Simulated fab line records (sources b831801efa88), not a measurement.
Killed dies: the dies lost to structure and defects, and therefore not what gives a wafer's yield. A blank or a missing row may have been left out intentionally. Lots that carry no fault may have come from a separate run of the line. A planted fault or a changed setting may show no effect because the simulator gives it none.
Problem report in the 8D (eight disciplines) form, filled by code + flow gf180mcu + the parts of the form that need people (team, actions taken, sign-off) are left out

== 1. WHAT IS WRONG ==
At GF_SALICIDE_RTA_08, wafer_temp_C_max averages 720.0 over 6 wafers from 2 lots, while fault-free wafers read 803.6, standard deviation 1.2. That puts it -70 standard deviations away from the usual mean.
The step: time 30 s.
First observed at day 20 02:58: wafer L522.2, on rtp_anneal-02. The record holds 42 wafers of 14 lots with a number at this step. Rule for "out", or "out of limits": more than 4 standard deviations from the usual mean. The other wafers with a number count as sound.

== 2. WHAT IT IS, AND WHAT IT ISN'T ==
| question                    | is                               | is not                                                                          |
|-----------------------------|----------------------------------|---------------------------------------------------------------------------------|
| which readings at this step | wafer_temp_C_max, lamp_power_pct | -                                                                               |
| which lots                  | L522, L524                       | L509, L512, L514, L515, L516, L517, L519, L520, L521, L523, L527, L531          |
| which wafers of those lots  | all that have a number           | -                                                                               |
| read on which tools         | rtp_anneal-02                    | rtp_anneal-01                                                                   |
| when                        | from day 20 02:58                | up to then (27 sound wafers); but 9 sound wafers of L523, L527, L531 came after |

== 3. WHAT RULES OUT EACH SUSPECT ==
Counting: a tool at a process step up to the reading stays a suspect if it ran every lot that is out and no sound lot after the first of them.
- rtp_anneal-02 at GF_SALICIDE_RTA_08 (time 30 s): ruled out as a lasting fault. Following L522 (day 20 02:58), the first lot on it that is out, the sound lots L531 were run on it.
Left after counting: nothing in the record.

== 4. THE CAUSE (what the simulator had put in) ==
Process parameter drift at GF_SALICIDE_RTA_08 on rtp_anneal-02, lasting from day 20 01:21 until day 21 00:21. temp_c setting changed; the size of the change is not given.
Counting ruled it out, wrongly.

== 5. THE CHAIN OF EFFECTS, in route order ==
Each row: a reading where the mean over the struck wafers with a number is more than 3 standard deviations away from the usual. Only readings for which the record gives a usual standard deviation are gone through. hours: the time from each lot's start at the first step in this table that gives one to its start at this step, as a median over the lots. sigmas: the change in usual standard deviations.
| hours | step               | reading          | usual  | on struck wafers | change | sigmas |
|-------|--------------------|------------------|--------|------------------|--------|--------|
| 0     | GF_SALICIDE_RTA_08 | lamp_power_pct   | 16.9 % | 12.1             | -4.8   | -5.2   |
| 0     | GF_SALICIDE_RTA_08 | wafer_temp_C_max | 803.6  | 720.0            | -83.6  | -70    |
Its process steps:
- GF_SALICIDE_RTA_08: time 30 s.

== 6. HOW IT WOULD HAVE BEEN CAUGHT EARLIER ==
2 hours passed between the start of the fault at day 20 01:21 and the first reading out of limits in this record, taken at day 20 02:58.
